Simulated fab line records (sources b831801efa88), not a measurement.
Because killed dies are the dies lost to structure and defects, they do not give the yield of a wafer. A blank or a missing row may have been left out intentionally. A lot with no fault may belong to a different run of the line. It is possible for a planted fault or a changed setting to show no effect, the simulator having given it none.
A lot that was struck, set against a sound lot    flow sky130    31 out of 708 route steps
Sound: wafers L670.1, L670.4, L670.6. Struck: wafer L678.3 (L678.2, L678.5, from the same lot, were not struck and are left out); the cause is given at the end.
Order at every step that has rows: each side's tool, ch and its chambers, its first start. Under that, the readings that differ: sound wafers    struck wafers    difference of the means    sigmas: that difference in standard deviations of wafers without a fault.
alike: a reading whose means differ by less than 2 such deviations, as well as words and numbers matching on both sides. not compared: withheld readings; readings where some wafer has no value; bounds like >300 that might hide an equal value; numbers whose values overlap and for which the record gives no deviation.
A row with sigmas, a row that says differs or no value, or rows on one side alone: a step with any of these is where the two part. Non-overlapping numbers with no deviation appear without sigmas and do not part them. A reading that every wafer of one side lacks parts them only if that side has two wafers or more.

first, 1 step without rows for these wafers: SKY_VIA1_ETCH_15 (etches SiO2 in C4F8/O2/Ar, stops on TiN, target depth 351 nm, time 54 s).
SKY_VIA1_STRIP_16: strips in O2/N2.
  sound on plasma_asher-03 ch 0,1, day 35 02:43; struck on plasma_asher-03 ch 0, day 37 12:33
  alike: drypump_motor_current_A, oes_product_au, strip_time_to_endpoint_s
  not compared: rf_hours_counter_h
then, 5 steps without rows for these wafers: SKY_VIA1_STRIP_17 (strips in post etch residue remover, time 1200 s); SKY_VIA1_CLEAN_18 (cleans in IPA, time 180 s); SKY_VIA1_CLEAN_19 (cleans in O3/DIW); SKY_VIA1_SPUTTER_20 (material TiN, target thk 20 nm, time 80 s); SKY_VIA1_CVD_21 (deposits W, target thk 270 nm, time 80.902 s).
SKY_VIA1_RS_MEAS_22: the measuring method here is four-point-probe.
  sound: film_metro-03 at day 35 03:27; struck: film_metro-02 at day 37 13:19
  alike: VIA1_W_RS
SKY_VIA1_THK_MEAS_23: measures by xrf.
  sound: film_metro-03 at day 35 03:34; struck: film_metro-02 at day 37 13:26
  alike: VIA1_W_THK
SKY_VIA1_CMP_24: polishes, stops on SiO2, t overpolish 15 s, target thk 0 nm.
  sound on cmp-02 ch 0,2,3, day 35 03:44; struck on cmp-02 ch 0, day 37 13:29
  alike: motor_current_A, overpolish_run_s, platen_rpm, time_to_endpoint_s
SKY_METAL2_SPUTTER_00: material Ti, target thk 15 nm, time 10 s.
  sound: pvd_sputter-04 at day 35 03:56; struck: pvd_sputter-04 at day 37 13:47
  alike: cathode_dc_power_W, throttle_valve_pct
then, 1 step without rows for these wafers: SKY_METAL2_SPUTTER_01 (material TiN, target thk 20 nm, time 16.7 s).
SKY_METAL2_SPUTTER_02: material AlCu, target thk 250 nm, time 13.3 s.
  sound: pvd_sputter-04 at day 35 03:59; struck: pvd_sputter-04 at day 37 13:50
reading                                      sound              struck  difference  sigmas
model.AlCu_of_METAL2_SPUTTER_02.thk_nm (nm)  246.9 248.8 246.7  460.7   +213.2      
  alike: cathode_dc_power_W, throttle_valve_pct
SKY_METAL2_SPUTTER_03: material Ti, target thk 5 nm, time 3.3 s.
  sound: pvd_sputter-04 at day 35 04:01; struck: pvd_sputter-04 at day 37 13:51
  alike: cathode_dc_power_W, throttle_valve_pct
then, 1 step without rows for these wafers: SKY_METAL2_SPUTTER_04 (material TiN, target thk 70 nm, time 58.3 s).
SKY_METAL2_RS_MEAS_05: the measuring method here is four-point-probe.
  sound: film_metro-04 at day 35 04:04; struck: film_metro-04 at day 37 13:56
reading                  sound                 struck  difference  sigmas
METAL2_ALCU_RS (ohm/sq)  0.1286 0.1273 0.1287  0.0680  -0.0602     -43
SKY_METAL2_THK_MEAS_06: measures by xrf.
  sound: film_metro-04 at day 35 04:11; struck: film_metro-04 at day 37 14:03
reading               sound              struck  difference  sigmas
METAL2_ALCU_THK (nm)  251.8 253.0 250.2  464.4   +212.7      +79
then, 8 steps without rows for these wafers: SKY_METAL2_DEHYDRATE_07 (time 60 s); SKY_METAL2_HMDS_08 (prime time 60 s); SKY_METAL2_COAT_09 (resist thk 60 nm); SKY_METAL2_COAT_10 (resist thk 450 nm); SKY_METAL2_SOFTBAKE_11 (time 90 s); SKY_METAL2_EXPOSE_12 (exposes mask MM2, target cd 140 nm); SKY_METAL2_PEB_13; SKY_METAL2_DEVELOP_14 (develop time 60 s).
SKY_METAL2_CD_MEAS_15: target cd 140 nm.
  sound: cd_sem-01 at day 36 07:39; struck: cd_sem-01 at day 38 15:20
  alike: cd_nm
SKY_METAL2_OVL_MEAS_16:
  sound: overlay-02 at day 36 07:46; struck: overlay-01 at day 38 15:26
  alike: METAL2_OVL
then, 1 step without rows for these wafers: SKY_METAL2_DESCUM_17 (chemistry O2, time 8 s).
SKY_METAL2_ETCH_18: etches BARC in N2/H2, stops on SiO2, time 45.9 s, target depth 60 nm.
  sound on rie_metal-04 ch 0,1, day 36 07:50; struck on rie_metal-01 ch 1, day 38 15:30
  alike: bias_w, drypump_motor_current_A, oes_product_au, rf_fwd_power_W, throttle_valve_pct
  not compared: rf_hours_counter_h
SKY_METAL2_METAL_ETCH_19: etches the open film in Cl2/BCl3, stops on SiO2, target depth 360 nm, time 78 s.
  sound on rie_metal-04 ch 0,1, day 36 07:54; struck on rie_metal-01 ch 1, day 38 15:34
reading                sound              struck  difference  sigmas
oes_product_au (a.u.)  0.852 0.851 0.844  0.988   +0.139      +23
  alike: bias_w, drypump_motor_current_A, rf_fwd_power_W, throttle_valve_pct
  not compared: rf_hours_counter_h
then, 1 step without rows for these wafers: SKY_METAL2_STRIP_20 (strips in O2/N2).

== WHERE THEY PART ==
Earliest at SKY_METAL2_RS_MEAS_05; latest, in this record, at SKY_METAL2_METAL_ETCH_19.

WHY: what the simulator had put in
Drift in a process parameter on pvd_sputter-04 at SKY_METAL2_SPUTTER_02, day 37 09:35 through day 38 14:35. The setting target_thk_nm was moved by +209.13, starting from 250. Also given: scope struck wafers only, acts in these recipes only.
